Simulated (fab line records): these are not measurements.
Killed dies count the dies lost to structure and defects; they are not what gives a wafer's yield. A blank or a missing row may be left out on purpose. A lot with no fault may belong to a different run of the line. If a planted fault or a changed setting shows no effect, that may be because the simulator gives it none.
fab line records    flow sky130
record lots=11  wafers=32  lastDay=50
route steps=708 shown VT_ADJUST_NCORE@129 VT_ADJUST_HVTR@138 POLY_GATE@213 RES_PROTECT@214 PAD_OPEN@708
lots that met no fault: from a run of the same line without faults
startH: the number of hours between the record's first day and the start of the first shown wafer of the lot    waitH: hours since the lot's step before    " repeats the value in the row above    L1.1+2: one row covering several wafers at once    - no value, or no start given    * or withheld: withheld    < > ~ a bound
route shown NAME@n: NAME is a module with steps in the file, n the number in the route of the first one    usual: mean/standard deviation taken from wafers without a fault    same: alike in all rows    chamber/n: place in a boat    sites: readings site by site    _std_site: their standard deviation    _edge_site: outer sites' mean less inner sites'    radiusMm: how far each site lies from the wafer's centre    mask NAME#n: copy n    behind: tool/chamber where the wafer was last shaped    hold: why the lot was held/for how many hours/how that ended    device: the transistor (n, p or np) that didn't switch    end of line: at the end of the route, the tests of the same wafers    a step given without rows: its recipe and nothing more    killed: dies that structure and defects cost at the first sort, which is not the same as the wafer's yield    map: the dies of a wafer, with x for killed, . for not killed, _ for no die there
set.NAME: the setting the step ran with; set.NAME@STEP: the setting that earlier step ran with    model.NAME: the simulator's own value behind a step, which no gauge read
steps of the route over a sample of lots; a table a step, a row a wafer
services: when a tool's chamber went out of use (startH, in hours from the record's first day, below 0 if earlier), for how many hours, and the reason
## steps
# step SKY_VT_ADJUST_NCORE_STRIP_10
# recipe chemistry=O2/N2  powerW=1400  pressureMtorr=1500  platenTempC=withheld  o2FlowSccm=3000  n2FlowSccm=300  overashFraction=0.5
# usual drypumpMotorCurrentA=5.8/0.45  oesProductAu=0.716/0.0048  stripTimeToEndpointS=14.18/0.045
lot.wafer  tool            chamber  startH  waitH  drypumpMotorCurrentA  oesProductAu  rfHoursCounterH  stripTimeToEndpointS
L151.1     plasmaAsher-02  1        179.80  0.1    6.2                   0.712         37               14.18
L151.5     "               0        "       "      5.9                   0.713         -                14.18
L151.6     "               1        "       "      6.2                   0.722         -                14.20
L154.2     plasmaAsher-04  0        202.80  0.1    5.3                   0.716         51               14.18
L154.5     "               1        "       "      5.5                   0.715         -                14.21
L154.6     "               0        "       "      5.3                   0.720         -                14.20
L156.1     plasmaAsher-04  0        214.31  0.1    5.3                   0.716         52               14.26
L156.5     "               1        "       "      5.5                   0.706         -                14.26
L156.6     "               0        "       "      5.3                   0.710         -                14.26
L159.1     plasmaAsher-02  0        236.40  0.1    5.9                   0.712         42               14.17
L159.2     "               1        "       "      6.2                   0.717         42               14.15
L159.5     "               0        "       "      5.9                   0.716         -                14.12
L160.2     plasmaAsher-03  0        243.30  0.1    6.0                   0.728         57               14.24
L160.5     "               0        "       "      6.1                   0.727         -                14.27
L160.6     "               1        "       "      6.7                   0.709         -                14.22
L161.1     plasmaAsher-04  0        250.40  0.1    5.3                   0.719         55               14.13
L161.2     "               1        "       "      5.5                   0.715         55               14.14
L161.3     "               1        "       "      5.4                   0.721         -                14.19
L163.1     plasmaAsher-03  1        264.80  0.1    6.6                   0.718         59               14.16
L163.4     "               1        "       "      6.7                   0.716         -                14.15
L163.5     "               0        "       "      6.0                   0.717         -                14.12
L164.1     plasmaAsher-04  1        277.25  0.1    5.5                   0.711         58               14.18
L164.3     "               1        "       "      5.5                   0.718         -                14.26
L164.5     "               1        "       "      5.5                   0.715         -                14.22
L166.4     plasmaAsher-04  0        286.08  0.1    5.3                   0.715         -                14.14
L166.5     "               0        "       "      5.3                   0.721         -                14.15
L173.2     plasmaAsher-02  1        341.70  0.1    6.2                   0.716         52               14.10
L173.3     "               1        "       "      6.2                   0.712         -                14.11
L173.5     "               0        "       "      5.9                   0.718         -                14.14
L174.2     plasmaAsher-04  0        347.20  0.1    5.3                   0.719         65               14.15
L174.4     "               0        "       "      5.3                   0.702         -                14.15
L174.5     "               1        "       "      5.5                   0.716         -                14.12
# step SKY_VT_ADJUST_HVTR_CD_MEAS_07
# recipe targetCdNm=380
# usual cdNm=379.2/2.6
lot.wafer  tool      chamber  startH  waitH  cdNm
L151.1     cdSem-02  -        200.86  0.1    378.4
L151.5     "         -        "       "      378.5
L151.6     "         -        "       "      378.5
L154.2     cdSem-01  -        225.12  0.1    378.9
L154.5     "         -        "       "      376.2
L154.6     "         -        "       "      378.3
L156.1     cdSem-01  -        237.25  0.1    380.9
L156.5     "         -        "       "      379.4
L156.6     "         -        "       "      381.8
L159.1     cdSem-02  -        258.85  0.1    375.2
L159.2     "         -        "       "      376.1
L159.5     "         -        "       "      376.9
L160.2     cdSem-02  -        266.48  0.1    377.4
L160.5     "         -        "       "      374.7
L160.6     "         -        "       "      377.6
L161.1     cdSem-01  -        273.96  0.1    378.9
L161.2     "         -        "       "      379.4
L161.3     "         -        "       "      378.2
L163.1     cdSem-01  -        288.85  0.1    379.6
L163.4     "         -        "       "      378.4
L163.5     "         -        "       "      379.2
L164.1     cdSem-02  -        302.45  0.1    376.8
L164.3     "         -        "       "      375.7
L164.5     "         -        "       "      377.3
L166.4     cdSem-02  -        311.41  0.1    380.3
L166.5     "         -        "       "      381.8
L173.2     cdSem-02  -        369.67  0.1    377.6
L173.3     "         -        "       "      378.4
L173.5     "         -        "       "      376.5
L174.2     cdSem-01  -        375.17  0.1    382.8
L174.4     "         -        "       "      382.0
L174.5     "         -        "       "      383.3
# step SKY_VT_ADJUST_HVTR_STRIP_10
# recipe chemistry=O2/N2  powerW=1400  pressureMtorr=1500  platenTempC=withheld  o2FlowSccm=3000  n2FlowSccm=300  overashFraction=0.5
# usual drypumpMotorCurrentA=6.0/0.55  oesProductAu=0.715/0.0048  stripTimeToEndpointS=14.17/0.038
lot.wafer  tool            chamber  startH  waitH  drypumpMotorCurrentA  oesProductAu  rfHoursCounterH  stripTimeToEndpointS
L151.1     plasmaAsher-03  1        201.17  0.1    6.6                   0.717         53               14.11
L151.5     "               1        "       "      6.6                   0.716         -                14.17
L151.6     "               0        "       "      6.1                   0.705         -                14.18
L154.2     plasmaAsher-02  1        225.54  0.1    6.2                   0.718         41               14.18
L154.5     "               0        "       "      5.9                   0.712         -                14.16
L154.6     "               1        "       "      6.2                   0.714         -                14.15
L156.1     plasmaAsher-02  0        237.55  0.1    5.9                   0.708         42               14.18
L156.5     "               0        "       "      5.9                   0.711         -                14.18
L156.6     "               1        "       "      6.2                   0.710         -                14.17
L159.1     plasmaAsher-03  1        259.15  0.1    6.6                   0.721         59               14.22
L159.2     "               0        "       "      6.1                   0.719         59               14.18
L159.5     "               1        "       "      6.7                   0.713         -                14.18
L160.2     plasmaAsher-02  1        266.77  0.1    6.2                   0.717         45               14.19
L160.5     "               0        "       "      5.9                   0.711         -                14.20
L160.6     "               1        "       "      6.2                   0.712         -                14.16
L161.1     plasmaAsher-03  1        274.27  0.1    6.6                   0.718         60               14.18
L161.2     "               0        "       "      6.1                   0.719         60               14.21
L161.3     "               1        "       "      6.6                   0.706         -                14.18
L163.1     plasmaAsher-02  0        289.15  0.1    5.9                   0.716         47               14.15
L163.4     "               1        "       "      6.2                   0.718         -                14.13
L163.5     "               1        "       "      6.2                   0.718         -                14.15
L164.1     plasmaAsher-02  1        302.75  0.1    6.2                   0.716         48               14.16
L164.3     "               1        "       "      6.2                   0.716         -                14.17
L164.5     "               0        "       "      5.9                   0.716         -                14.18
L166.4     plasmaAsher-02  1        311.69  0.1    6.2                   0.714         -                14.16
L166.5     "               1        "       "      6.2                   0.711         -                14.14
L173.2     plasmaAsher-01  0        369.95  0.1    6.5                   0.712         25               14.16
L173.3     "               0        "       "      6.5                   0.717         -                14.16
L173.5     "               1        "       "      5.0                   0.711         -                14.16
L174.2     plasmaAsher-01  0        375.45  0.1    6.6                   0.726         26               14.16
L174.4     "               0        "       "      6.6                   0.717         -                14.17
L174.5     "               1        "       "      4.9                   0.719         -                14.19
# step SKY_POLY_GATE_IMPLANT_02
# recipe species=P  energyKev=30  doseCm2=7.7e+15  tiltDeg=0
# usual beamOnS=37.0/3  doseIonsCm2=7.701e+15/8.4e+12  faradayCurrentUA=11552/960
lot.wafer  tool          chamber  startH  waitH  beamOnS  doseIonsCm2  faradayCurrentUA
L151.1     implanter-04  0        333.50  0.1    38.6     7.691e+15    10986
L151.5     "             0        "       "      38.8     7.698e+15    10926
L151.6     "             0        "       "      39.1     7.7e+15      10871
L154.2     implanter-04  0        363.39  0.1    39.0     7.698e+15    10906
L154.5     "             0        "       "      38.8     7.698e+15    11009
L154.6     "             0        "       "      38.0     7.707e+15    11146
L156.1     implanter-03  0        377.05  0.1    32.6     7.704e+15    12973
L156.5     "             0        "       "      33.0     7.704e+15    12795
L156.6     "             0        "       "      32.5     7.706e+15    13021
L159.1     implanter-02  0        405.30  0.1    38.7     7.711e+15    11044
L159.2     "             0        "       "      39.0     7.687e+15    10911
L159.5     "             0        "       "      39.8     7.715e+15    10720
L160.2     implanter-03  0        413.62  0.1    31.8     7.704e+15    13298
L160.5     "             0        "       "      33.0     7.69e+15     12862
L160.6     "             0        "       "      32.7     7.692e+15    12959
L161.1     implanter-02  0        425.81  0.1    39.8     7.709e+15    10744
L161.2     "             0        "       "      39.8     7.691e+15    10762
L161.3     "             0        "       "      39.5     7.687e+15    10804
L163.1     implanter-02  0        439.54  0.1    53.1     7.704e+15    8070
L163.4     "             0        "       "      49.2     7.697e+15    8674
L163.5     "             0        "       "      40.2     7.691e+15    10615
L164.1     implanter-02  0        462.79  0.1    53.2     7.708e+15    8007
L164.3     "             0        "       "      39.6     7.708e+15    10725
L164.5     "             0        "       "      38.0     7.711e+15    11218
L166.4     implanter-02  0        470.69  0.1    51.6     7.695e+15    8317
L166.5     "             0        "       "      38.7     7.699e+15    11019
L173.2     implanter-03  0        538.12  0.1    32.2     7.694e+15    13147
L173.3     "             0        "       "      33.2     7.705e+15    12722
L173.5     "             0        "       "      32.8     7.7e+15      12891
L174.2     implanter-02  0        542.68  0.1    38.5     7.686e+15    11037
L174.4     "             0        "       "      38.8     7.69e+15     10971
L174.5     "             0        "       "      37.6     7.688e+15    11310
# step SKY_RES_PROTECT_STRIP_07
# recipe chemistry=O2/N2  powerW=1400  pressureMtorr=1500  platenTempC=withheld  o2FlowSccm=3000  n2FlowSccm=300  overashFraction=0.5
# usual drypumpMotorCurrentA=6.0/0.59  oesProductAu=0.517/0.0043  stripTimeToEndpointS=23.29/0.055
lot.wafer  tool            chamber  startH  waitH  drypumpMotorCurrentA  oesProductAu  rfHoursCounterH  stripTimeToEndpointS
L151.1     plasmaAsher-03  0        333.65  0.1    6.1                   0.521         66               23.36
L151.5     "               1        "       "      6.6                   0.523         -                23.33
L151.6     "               0        "       "      6.1                   0.524         -                23.33
L154.2     plasmaAsher-02  0        363.51  0.1    5.9                   0.517         54               23.32
L154.5     "               0        "       "      5.9                   0.513         -                23.27
L154.6     "               1        "       "      6.2                   0.512         -                23.31
L156.1     plasmaAsher-03  1        377.20  0.1    6.6                   0.514         69               23.25
L156.5     "               0        "       "      6.0                   0.518         -                23.29
L156.6     "               1        "       "      6.7                   0.517         -                23.27
L159.1     plasmaAsher-02  1        405.45  0.1    6.2                   0.523         59               23.25
L159.2     "               0        "       "      5.9                   0.515         59               23.27
L159.5     "               0        "       "      5.9                   0.520         -                23.25
L160.2     plasmaAsher-02  0        413.74  0.1    5.9                   0.514         60               23.30
L160.5     "               1        "       "      6.2                   0.520         -                23.28
L160.6     "               0        "       "      5.9                   0.512         -                23.28
L161.1     plasmaAsher-01  1        425.96  0.1    4.9                   0.517         31               23.29
L161.2     "               0        "       "      6.5                   0.512         31               23.30
L161.3     "               0        "       "      6.5                   0.526         -                23.27
L163.1     plasmaAsher-01  1        439.69  0.1    5.0                   0.498         33               24.56
L163.4     "               1        "       "      5.0                   0.505         -                24.56
L163.5     "               0        "       "      6.5                   0.524         -                23.37
L164.1     plasmaAsher-02  0        462.94  0.1    5.9                   0.504         65               24.48
L164.3     "               1        "       "      6.2                   0.519         -                23.30
L164.5     "               1        "       "      6.2                   0.511         -                23.32
L166.4     plasmaAsher-02  1        470.79  0.1    6.2                   0.507         -                24.42
L166.5     "               0        "       "      5.9                   0.518         -                23.26
L173.2     plasmaAsher-03  0        538.24  0.1    6.0                   0.514         11               23.41
L173.3     "               0        "       "      6.1                   0.519         -                23.44
L173.5     "               0        "       "      6.0                   0.515         -                23.40
L174.2     plasmaAsher-03  0        542.81  0.1    6.1                   0.520         11               23.27
L174.4     "               1        "       "      6.7                   0.516         -                23.30
L174.5     "               1        "       "      6.7                   0.517         -                23.26
# step SKY_PAD_OPEN_PROBE_99
# usual killed_at_M0_to_M3=45/7.3  killed_at_M4_up=3.1/1.7  killedAtContacts=25/5.1  killedAtFrontEnd=15/4.5  killedAtOther=0.3/0.56  killedDies=88/9.4  killedOnRim=17/4.3  killedOpen=47/6.6  killedShort=40/6.9
# same grossDies=492  killedAtBackSide=0
lot.wafer  tool       chamber  startH   waitH  killed_at_M0_to_M3  killed_at_M4_up  killedAtContacts  killedAtFrontEnd  killedAtOther  killedDies  killedOnRim  killedOpen  killedShort
L160.5     prober-02  -        1124.91  0.2    47                  4                25                10                1              87          17           49          37
L160.6     prober-02  -        1124.96  0.2    50                  0                38                11                1              100         23           60          39
L161.1     prober-01  -        1132.55  0.1    35                  5                27                16                0              83          15           41          42
L161.2     prober-01  -        1132.60  0.1    49                  2                30                17                0              98          22           48          50
L161.3     prober-01  -        1132.65  0.2    54                  3                24                14                0              95          19           50          45
L164.5     prober-01  -        1158.05  0.2    51                  1                20                15                0              87          10           52          35
L166.4     prober-02  -        1163.76  0.2    46                  3                19                18                0              86          18           41          45
L166.5     prober-02  -        1163.81  0.2    31                  4                29                14                0              78          10           42          36
# killed by level:class
L160.5 CONTACT:geometricParticle:open=12 VIA1:geometricParticle:open=10 VIA1:geometricParticle:short=8 LI_CONTACT:geometricParticle:open=7 VIA3:geometricParticle:open=6 VIA2:geometricParticle:open=5 METAL3:geometricParticle:short=4 VIA3:geometricParticle:short=4
L160.6 CONTACT:geometricParticle:open=19 VIA1:geometricParticle:open=14 METAL2:geometricParticle:short=7 VIA2:geometricParticle:open=7 LI_CONTACT:geometricParticle:open=5 CONTACT:geometricParticle:short=5 METAL1:geometricParticle:short=5 POLY_GATE:geometricParticle:open=4
L161.1 CONTACT:geometricParticle:open=9 METAL1:geometricParticle:short=7 LI_CONTACT:geometricParticle:short=6 CONTACT:geometricParticle:short=5 POLY_GATE:geometricParticle:open=4 POLY_GATE:geometricParticle:short=4 SPACER:geometricParticle:open=4 VIA2:geometricParticle:open=4
L161.2 VIA1:geometricParticle:open=10 CONTACT:geometricParticle:short=9 CONTACT:geometricParticle:open=7 LI_CONTACT:geometricParticle:open=6 METAL1:geometricParticle:short=6 VIA3:geometricParticle:open=6 POLY_GATE:geometricParticle:short=5 VIA1:geometricParticle:short=5
L161.3 VIA1:geometricParticle:open=16 CONTACT:geometricParticle:open=8 METAL1:geometricParticle:short=7 LOCAL_INTERCONNECT:geometricParticle:short=6 VIA1:geometricParticle:short=6 VIA2:geometricParticle:open=6 LI_CONTACT:geometricParticle:open=5 METAL2:geometricParticle:short=5
L164.5 VIA1:geometricParticle:open=12 CONTACT:geometricParticle:open=9 VIA3:geometricParticle:open=9 VIA2:geometricParticle:open=8 METAL2:geometricParticle:short=7 VIA1:geometricParticle:short=6 FIELD_ISO:geometricParticle:short=5 FIELD_ISO:geometricParticle:open=4
L166.4 METAL1:geometricParticle:short=9 VIA1:geometricParticle:open=8 METAL2:geometricParticle:short=8 LI_CONTACT:geometricParticle:open=6 VIA1:geometricParticle:short=6 FIELD_ISO:geometricParticle:open=5 CONTACT:geometricParticle:open=5 POLY_GATE:geometricParticle:open=4
L166.5 CONTACT:geometricParticle:open=9 LI_CONTACT:geometricParticle:open=8 VIA1:geometricParticle:open=6 LOCAL_INTERCONNECT:geometricParticle:short=5 METAL1:geometricParticle:short=5 CONTACT:geometricParticle:short=4 FIELD_ISO:geometricParticle:short=3 POLY_GATE:geometricParticle:open=3
## services
tool            chamber  startH  hours  kind
plasmaAsher-03  -        187.46  2.8    pm
implanter-03    -        210.09  16.7   pm
implanter-04    -        214.56  3.9    repair
implanter-02    -        224.44  2.4    pm
implanter-02    -        259.59  5.6    pm
implanter-04    -        264.98  2.3    repair
implanter-02    -        271.38  2.8    repair
plasmaAsher-01  -        294.21  2.9    repair
plasmaAsher-03  -        313.73  1.2    repair
implanter-02    -        323.88  11.8   repair
plasmaAsher-04  -        362.96  6.6    repair
implanter-02    -        369.43  3.8    repair
plasmaAsher-03  -        370.19  6.8    repair
plasmaAsher-02  -        380.16  2.7    repair
plasmaAsher-03  -        395.60  14.6   pm
implanter-03    -        418.68  2.5    pm
plasmaAsher-03  -        421.25  9.0    pm
plasmaAsher-03  0        421.25  9.0    ventCycle
plasmaAsher-03  1        421.25  9.0    ventCycle
plasmaAsher-01  -        421.54  2.8    pm
plasmaAsher-03  0        430.25  -      clean
implanter-04    -        438.55  5.0    repair
implanter-03    -        468.35  5.9    pm
implanter-02    -        533.06  2.0    repair
## key
firstSign step=SKY_POLY_GATE_IMPLANT_02  reading=beamOnS  direction=up  sigmas=5  usual=37.0  struck=51.8
effect step=SKY_POLY_GATE_IMPLANT_02  reading=faradayCurrentUA  direction=down  sigmas=3.4  usual=11552  struck=8267
effect step=SKY_RES_PROTECT_STRIP_07  reading=stripTimeToEndpointS  direction=up  sigmas=22  usual=*  struck=*
metAt SKY_POLY_GATE_IMPLANT_02
struckLots L163,L164,L166
struckWafers L163.1,L163.4,L164.1,L166.4
testerLeftOut L163,L164,L166
notActingAt SKY_VT_ADJUST_NCORE_STRIP_10,SKY_VT_ADJUST_HVTR_CD_MEAS_07,SKY_VT_ADJUST_HVTR_STRIP_10
onsetBetween 425.81 439.54
fault kind=processParameterDrift  tool=implanter-02  chamber=-  onsetH=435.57  steps=SKY_POLY_GATE_IMPLANT_02  channel=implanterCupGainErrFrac  offset=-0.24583  shape=step  endH=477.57  scope=struckWafersOnly
# testerLeftOut: of these lots the tester's yield and bins aren't shown, on N5 and GAA mostly nor the transistor test; their killed dies are dies lost to structure and defects alone, not to doping, threshold or leakage, so they don't give the yield
